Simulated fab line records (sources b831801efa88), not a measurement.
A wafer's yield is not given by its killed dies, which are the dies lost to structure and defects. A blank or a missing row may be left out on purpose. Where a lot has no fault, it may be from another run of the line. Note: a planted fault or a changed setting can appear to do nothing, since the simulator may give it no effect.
fab line records	flow sky130
record: lots: 6	wafers: 18	last_day: 50
route steps=708 shown VIA2@521 METAL3@532 PAD_OPEN@708
lots with no fault: from the same line, run without faults
start_h: hours from the record's first day to the start of the lot's first wafer shown	wait_h: hours since the lot's step before	" repeats the value in the row above	L1.1+2: a single row standing in for several wafers	- either no value or no given start	* or withheld: withheld	< > ~ a bound
route shown NAME@n: NAME is a module with steps in the file, n the number in the route of the first one	usual: average and standard deviation across the fault-free wafers	same: alike in all rows	chamber/n: place in a boat	sites: the reading at each site	_std_site: the standard deviation of these	_edge_site: mean of outer sites minus mean of inner sites	radius_mm: how far each site lies from the wafer's centre	mask NAME#n: copy n	behind: the most recent tool/chamber to have shaped the wafer	hold: cause of the lot's hold/its duration in hours/its outcome	device: transistor that didn't switch, given as n, p or np	end of line: at the end of the route, the tests of the same wafers	where a step has no rows: the recipe by itself	killed: dies lost to structure and defects at the first sort, not the wafer's yield	map: a wafer's dies, x killed, . not, _ none there
set.NAME: setting as actually run; set.NAME@STEP: the setting as run at that earlier step	model.NAME: the simulator's own value behind a step, which no gauge read
lots seen at some steps along the route; tables by step, rows by wafer
services: when a tool's chamber went out of use (start_h, in hours from the record's first day, below 0 if earlier), for how many hours, and the reason
== steps ==
step: SKY_VIA2_ETCH_14
recipe: chemistry: N2/H2	target: BARC	ion_energy_ev: 200	source_w: 500	bias_w: 100	pressure_mtorr: 30	n2_flow_sccm: 100	h2_flow_sccm: 200	stop_on: SiO2	time_s: 45.9	target_depth_a: 600
usual: chamber_pressure_mTorr: 30.000/0.027	drypump_motor_current_A: 5.9/0.45	oes_product_au: 0.854/0.0042	throttle_valve_pct: 13.225/0.0086
lot.wafer	tool	chamber	start_h	wait_h	chamber_pressure_mTorr	drypump_motor_current_A	oes_product_au	rf_hours_counter_h	throttle_valve_pct
L661.1	rie_diel-04	3	863.94	0.0	29.985	5.3	0.854	10	13.220
L661.2	"	0	"	"	30.011	6.3	0.854	11	13.225
L661.5	"	3	"	"	29.962	5.2	0.855	-	13.235
L666.2	rie_diel-03	2	878.19	0.0	29.973	6.2	0.850	20	13.222
L666.5	"	3	"	"	30.018	5.8	0.855	-	13.225
L666.6	"	0	"	"	30.011	6.4	0.859	-	13.226
L674.1	rie_diel-04	0	941.17	0.0	29.997	6.3	0.853	13	13.215
L674.3	"	3	"	"	29.960	5.3	0.851	12	13.233
L674.5	"	2	"	"	29.956	5.7	0.864	-	13.218
L675.1	rie_diel-04	2	954.89	0.0	30.012	5.7	0.849	16	13.228
L675.5	"	3	"	"	30.016	5.2	0.855	-	13.229
L675.6	"	2	"	"	30.050	5.7	0.853	-	13.227
L684.2	rie_diel-04	2	1002.24	0.0	29.989	5.7	0.850	18	13.227
L684.3	"	1	"	"	29.982	6.5	0.854	11	13.212
L684.6	"	3	"	"	30.000	5.3	0.857	-	13.223
L683.3	rie_diel-02	3	1004.15	0.0	29.951	6.1	0.852	27	13.240
L683.5	"	2	"	"	30.053	5.4	0.844	-	13.223
L683.6	"	3	"	"	30.019	6.2	0.854	-	13.214
step: SKY_VIA2_ETCH_15
recipe: target: SiO2	chemistry: C4F8/O2/Ar	target_depth_nm: 546	stop_on: TiN	mask_material: KrF-thick	source_w: 1500	bias_w: 1200	pressure_mtorr: 40	c4f8_flow_sccm: withheld	O2_flow_sccm: 6	Ar_flow_sccm: 300	time_s: 84
usual: chamber_pressure_mTorr: 40.00/0.037	oes_product_au: 0.940/0.0047
lot.wafer	tool	chamber	start_h	wait_h	chamber_pressure_mTorr	oes_product_au	rf_hours_counter_h
L661.1	rie_diel-04	3	863.98	0.0	39.95	0.934	10
L661.2	"	0	"	"	40.04	0.940	11
L661.5	"	3	"	"	39.96	0.941	-
L666.2	rie_diel-03	2	878.23	0.0	40.00	0.935	20
L666.5	"	3	"	"	39.98	0.951	-
L666.6	"	0	"	"	39.98	0.942	-
L674.1	rie_diel-04	0	941.21	0.0	40.02	0.937	13
L674.3	"	3	"	"	40.06	0.935	12
L674.5	"	2	"	"	40.02	0.941	-
L675.1	rie_diel-04	2	954.93	0.0	39.93	0.933	16
L675.5	"	3	"	"	40.05	0.942	-
L675.6	"	2	"	"	39.99	0.945	-
L684.2	rie_diel-04	2	1002.28	0.0	40.06	0.945	18
L684.3	"	1	"	"	40.08	0.934	11
L684.6	"	3	"	"	40.00	0.941	-
L683.3	rie_diel-02	3	1004.19	0.0	39.91	0.942	27
L683.5	"	2	"	"	40.00	0.935	-
L683.6	"	3	"	"	39.99	0.941	-
step: SKY_VIA2_STRIP_16
recipe: chemistry: O2/N2	power_w: 1400	pressure_mtorr: 1500	platen_temp_c: withheld	o2_flow_sccm: 3000	n2_flow_sccm: 300	overash_fraction: 0.5
usual: chamber_pressure_mTorr: 1500.1/1.5	drypump_motor_current_A: 5.9/0.3	oes_product_au: 0.398/0.005	strip_time_to_endpoint_s: 4.042/0.025
lot.wafer	tool	chamber	start_h	wait_h	chamber_pressure_mTorr	drypump_motor_current_A	oes_product_au	rf_hours_counter_h	strip_time_to_endpoint_s
L661.1	plasma_asher-01	0	864.05	0.0	1498.3	5.9	0.395	44	4.030
L661.2	"	1	"	"	1501.1	6.2	0.404	44	4.068
L661.5	"	1	"	"	1500.3	6.2	0.394	-	4.019
L666.2	plasma_asher-01	0	878.30	0.0	1500.3	5.9	0.396	46	4.082
L666.5	"	1	"	"	1498.6	6.2	0.404	-	4.068
L666.6	"	0	"	"	1500.4	5.9	0.402	-	4.021
L674.1	plasma_asher-01	1	941.27	0.0	1501.4	6.2	0.394	52	4.110
L674.3	"	1	"	"	1500.2	6.2	0.404	-	4.072
L674.5	"	1	"	"	1499.3	6.2	0.388	-	4.015
L675.1	plasma_asher-01	0	955.00	0.0	1500.4	5.9	0.400	54	4.026
L675.5	"	0	"	"	1501.8	5.9	0.394	-	4.070
L675.6	"	1	"	"	1502.4	6.2	0.396	-	4.025
L684.2	plasma_asher-03	1	1002.35	0.0	1501.7	5.3	0.394	25	4.013
L684.3	"	1	"	"	1500.8	5.3	0.403	-	4.048
L684.6	"	1	"	"	1499.8	5.3	0.397	-	4.067
L683.3	plasma_asher-01	0	1004.28	0.1	1502.2	5.9	0.400	-	4.025
L683.5	"	0	"	"	1500.3	5.9	0.393	-	4.014
L683.6	"	1	"	"	1498.7	6.2	0.398	-	4.036
step: SKY_VIA2_STRIP_17
recipe: chemistry: post_etch_residue_remover	time_s: 1200	temp_c: 72.5
step: SKY_VIA2_CLEAN_18
recipe: chemistry: IPA	time_s: 180	temp_c: 25
step: SKY_VIA2_CLEAN_19
recipe: chemistry: O3/DIW	dry: n2_spin
step: SKY_VIA2_SPUTTER_20
recipe: material: TiN	target_thk_nm: 20	chamber_pressure_pa: 5	power_w: 4000	time_s: 80
step: SKY_VIA2_CVD_21
recipe: material: W	target_thk_nm: 420	time_s: 126.4	temp_c: 400	pressure_torr: 40
usual: heater_power_w: 915/110
lot.wafer	tool	chamber	start_h	wait_h	heater_power_w
L661.1	cvd_w-02	0	864.74	0.0	828
L661.2	"	1	"	"	1072
L661.5	"	1	"	"	1015
L666.2	cvd_w-01	0	878.95	0.0	797
L666.5	"	0	"	"	787
L666.6	"	1	"	"	1045
L674.1	cvd_w-01	0	941.93	0.0	731
L674.3	"	1	"	"	1016
L674.5	"	0	"	"	743
L675.1	cvd_w-02	1	955.68	0.0	1002
L675.5	"	0	"	"	859
L675.6	"	1	"	"	1009
L684.2	cvd_w-01	0	1003.00	0.0	777
L684.3	"	0	"	"	742
L684.6	"	1	"	"	1007
L683.3	cvd_w-01	0	1004.95	0.1	742
L683.5	"	0	"	"	756
L683.6	"	1	"	"	988
step: SKY_VIA2_RS_MEAS_22
recipe: thk_meas_gauge: four-point-probe	reads: W_of_VIA2_CVD_21+TiN_of_VIA2_SPUTTER_20
usual: VIA2_W_RS: 0.271/0.0053
lot.wafer	tool	chamber	start_h	wait_h	VIA2_W_RS[ohm/sq]
L661.1	film_metro-02	-	864.87	0.1	0.274
L661.2	"	-	"	"	0.272
L661.5	"	-	"	"	0.276
L666.2	film_metro-01	-	879.10	0.1	0.275
L666.5	"	-	"	"	0.278
L666.6	"	-	"	"	0.267
L674.1	film_metro-04	-	942.06	0.1	0.273
L674.3	"	-	"	"	0.261
L674.5	"	-	"	"	0.276
L675.1	film_metro-02	-	955.81	0.1	0.273
L675.5	"	-	"	"	0.275
L675.6	"	-	"	"	0.276
L684.2	film_metro-02	-	1003.15	0.1	0.273
L684.3	"	-	"	"	0.270
L684.6	"	-	"	"	0.264
L683.3	film_metro-02	-	1005.07	0.1	0.271
L683.5	"	-	"	"	0.274
L683.6	"	-	"	"	0.265
step: SKY_VIA2_THK_MEAS_23
recipe: thk_meas_gauge: xrf	reads: W_of_VIA2_CVD_21
usual: VIA2_W_THK: 426/9
lot.wafer	tool	chamber	start_h	wait_h	VIA2_W_THK[nm]
L661.1	film_metro-02	-	864.99	0.1	416
L661.2	"	-	"	"	416
L661.5	"	-	"	"	413
L666.2	film_metro-01	-	879.21	0.1	423
L666.5	"	-	"	"	414
L666.6	"	-	"	"	433
L674.1	film_metro-04	-	942.18	0.1	428
L674.3	"	-	"	"	447
L674.5	"	-	"	"	419
L675.1	film_metro-02	-	955.93	0.1	420
L675.5	"	-	"	"	419
L675.6	"	-	"	"	419
L684.2	film_metro-02	-	1003.26	0.1	420
L684.3	"	-	"	"	422
L684.6	"	-	"	"	429
L683.3	film_metro-02	-	1005.17	0.1	423
L683.5	"	-	"	"	416
L683.6	"	-	"	"	433
step: SKY_VIA2_CMP_24
recipe: stop_on: SiO2	t_overpolish_s: 20	down_force_psi: 3.5	platen_rpm: 60	target_thk_nm: 0	pad_velocity_m_s: 0.94248
usual: edge_zone_pressure_frac: 1.000/0.005	motor_current_A: 11.6/1.9	overpolish_run_s: 20.000/0.0092	time_to_endpoint_s: 100/5.5
same: t_overpolish_s: 20
lot.wafer	tool	chamber	start_h	wait_h	edge_zone_pressure_frac	motor_current_A	overpolish_run_s	time_to_endpoint_s
L661.2	cmp-01	1	865.10	0.1	1.009	10.1	19.997	97
L661.1	"	3	"	"	0.999	11.2	19.986	106
L661.5	"	1	"	"	0.995	10.4	20.012	96
L666.2	cmp-02	0	879.41	0.2	1.009	10.9	19.996	97
L666.5	"	1	"	"	1.008	12.6	19.999	91
L666.6	"	2	"	"	1.000	9.9	20.008	102
L674.1	cmp-02	1	942.56	0.4	0.998	12.9	20.005	96
L674.3	"	3	"	"	0.994	12.9	19.995	100
L674.5	"	2	"	"	1.002	9.9	19.989	100
L675.1	cmp-02	2	956.09	0.1	0.999	10.3	19.999	100
L675.5	"	0	"	"	1.000	11.2	19.988	94
L675.6	"	1	"	"	0.983	13.2	20.005	92
L684.3	cmp-02	3	1003.36	0.1	1.005	13.0	20.003	105
L684.2	"	1	"	"	1.008	12.7	20.006	101
L684.6	"	3	"	"	1.009	12.9	19.989	105
L683.3	cmp-01	0	1005.31	0.1	0.997	9.3	20.004	105
L683.6	"	2	"	"	1.001	15.6	20.009	102
L683.5	"	3	"	"	0.999	10.9	19.991	106
step: SKY_METAL3_SPUTTER_00
recipe: material: Ti	target_thk_nm: 15	power_w: 3000	time_s: 10	chamber_pressure_pa: 0.4
step: SKY_METAL3_SPUTTER_01
recipe: material: TiN	target_thk_nm: 20	power_w: 6500	time_s: 16.7	chamber_pressure_pa: 0.4
usual: chamber_pressure_pa: 0.4000/0.00075	throttle_valve_pct: 29.8/1.1
lot.wafer	tool	chamber	start_h	wait_h	chamber_pressure_pa	throttle_valve_pct	model.TiN_of_METAL3_SPUTTER_01.thk_nm
L661.1	pvd_sputter-04	-	865.37	0.0	0.4001	31.9	19.92
L661.2	"	-	"	"	0.4007	30.6	19.73
L661.5	"	-	"	"	0.4006	30.8	19.55
L666.2	pvd_sputter-01	-	879.59	0.0	0.3998	30.5	19.52
L666.5	"	-	"	"	0.3997	29.5	19.93
L666.6	"	-	"	"	0.3990	30.8	19.46
L674.1	pvd_sputter-01	-	942.88	0.0	0.5533	26.0	18.31
L674.3	"	-	"	"	0.5532	24.8	18.59
L674.5	"	-	"	"	0.5531	25.0	18.56
L675.1	pvd_sputter-01	-	956.31	0.0	0.5517	24.2	19.18
L675.5	"	-	"	"	0.5527	26.2	19.04
L675.6	"	-	"	"	0.5528	24.1	19.11
L684.2	pvd_sputter-03	-	1003.63	0.0	0.3999	29.3	20.18
L684.3	"	-	"	"	0.3996	29.7	19.92
L684.6	"	-	"	"	0.4005	29.7	20.03
L683.3	pvd_sputter-03	-	1005.54	0.0	0.3995	29.7	20.01
L683.5	"	-	"	"	0.4006	29.7	20.15
L683.6	"	-	"	"	0.3993	29.3	19.92
step: SKY_METAL3_SPUTTER_02
recipe: material: AlCu	target_thk_nm: 735	power_w: 10600	time_s: 39.1	chamber_pressure_pa: 0.4
step: SKY_PAD_OPEN_PROBE_99
usual: defect_limited_yield: 82.3/2	killed_at_M0_to_M3: 43/7.3	killed_at_M4_up: 3.1/1.7	killed_at_contacts: 25/5.3	killed_at_front_end: 15/4.3	killed_at_other: 0.2/0.54	killed_dies: 87/10	killed_open: 48/7.6	killed_short: 38/6.1	sort_bin_3_pad_short: 0.9/0.42	sort_bin_5_function: 10.5/1.5	sort_bin_6_memory: 6.3/1.2	sort_n_pass: 405/10	sort_yield_pct: 82.3/2
same: gross_dies: 492	killed_at_back_side: 0	sort_bin_4_leakage[%]: 0	sort_bin_8_speed[%]: 0
lot.wafer	tool	chamber	start_h	wait_h	defect_limited_yield[%]	killed_at_M0_to_M3	killed_at_M4_up	killed_at_contacts	killed_at_front_end	killed_at_other	killed_dies	killed_open	killed_short	sort_bin_3_pad_short[%]	sort_bin_5_function[%]	sort_bin_6_memory[%]	sort_n_pass	sort_yield_pct[%]
L674.3	prober-01	-	1151.94	0.2	82.7	39	4	25	17	0	85	49	36	0.8	10.8	5.7	407	82.7
L683.3	prober-01	-	1196.38	0.2	80.1	42	1	35	20	0	98	57	41	0.8	12.6	6.5	394	80.1
L683.5	prober-01	-	1196.48	0.2	81.3	38	7	25	21	1	92	45	47	1.6	10.6	6.5	400	81.3
L683.6	prober-01	-	1196.53	0.2	78.5	62	2	23	19	0	106	54	52	1.6	11.6	8.3	386	78.5
killed by level:class
L674.3 VIA2:geometric_particle:open=9 CONTACT:geometric_particle:open=9 LI_CONTACT:geometric_particle:open=8 VIA1:geometric_particle:open=7 POLY_GATE:geometric_particle:open=6 CONTACT:geometric_particle:short=6 VIA2:geometric_particle:short=5 POLY_GATE:geometric_particle:short=4
L683.3 LI_CONTACT:geometric_particle:open=14 CONTACT:geometric_particle:open=9 VIA1:geometric_particle:open=8 METAL2:geometric_particle:short=8 VIA3:geometric_particle:open=6 FIELD_ISO:geometric_particle:open=5 POLY_GATE:geometric_particle:short=5 VIA2:geometric_particle:open=5
L683.5 CONTACT:geometric_particle:short=9 LI_CONTACT:geometric_particle:open=8 VIA1:geometric_particle:open=8 METAL2:geometric_particle:short=7 POLY_GATE:geometric_particle:open=5 POLY_GATE:geometric_particle:short=4 CONTACT:geometric_particle:open=4 METAL4:geometric_particle:short=4
L683.6 VIA1:geometric_particle:open=13 CONTACT:geometric_particle:open=11 VIA3:geometric_particle:open=8 METAL1:geometric_particle:short=7 METAL2:geometric_particle:short=7 CONTACT:geometric_particle:short=6 VIA1:geometric_particle:short=6 METAL3:geometric_particle:short=5
== services ==
tool	chamber	start_h	hours	kind
rie_diel-04	-	843.61	1.6	repair
rie_diel-03	1	858.35	1.2	repair
cmp-01	-	860.38	0.3	repair
rie_diel-04	2	867.99	9.0	repair
rie_diel-03	3	868.54	2.5	repair
pvd_sputter-03	-	869.83	7.2	repair
rie_diel-04	1	873.05	6.6	repair
rie_diel-02	2	875.45	4.0	repair
cvd_w-02	-	880.81	1.6	repair
cmp-01	-	884.03	6.3	pm
rie_diel-04	2	884.98	3.1	repair
cvd_w-01	-	888.48	6.0	pm
cmp-02	-	903.55	0.6	repair
cvd_w-01	-	904.00	14.0	pm
cmp-01	-	912.46	4.0	pm
cvd_w-02	-	918.58	2.8	pm
cmp-01	-	937.22	11.2	pm
rie_diel-02	-	939.32	2.8	pm
rie_diel-02	3	958.98	3.9	repair
pvd_sputter-03	-	960.10	5.2	repair
cmp-02	-	976.79	14.1	pm
rie_diel-03	-	978.66	2.8	pm
pvd_sputter-01	-	989.16	0.9	repair
cmp-02	-	990.93	4.3	pm
== key ==
first_sign: step: SKY_METAL3_SPUTTER_01	reading: chamber_pressure_pa	direction: up	sigmas: 99+	usual: 0.4000	struck: 0.5528
effect: step: SKY_METAL3_SPUTTER_01	reading: throttle_valve_pct	direction: down	sigmas: 4.5	usual: 29.8	struck: 25.1
model_effect: step: SKY_METAL3_SPUTTER_01	value: TiN_of_METAL3_SPUTTER_01.thk_nm	without: 19.88	struck: 18.8
met_at SKY_METAL3_SPUTTER_01
struck_wafers L674.1,L674.3,L674.5,L675.1,L675.5,L675.6
rows_end L675.5
onset_between 879.59 942.88
fault: kind: process_parameter_drift	tool: pvd_sputter-01	chamber: -	onset_h: 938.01	steps: SKY_METAL3_SPUTTER_01	channel: chamber_pressure_pa	offset: 0.15282	shape: step	end_h: 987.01	acts_in: these_recipes_only	stated: 0.4
rows_end: these wafers met a further fault down the route, and their rows from its step on are left out
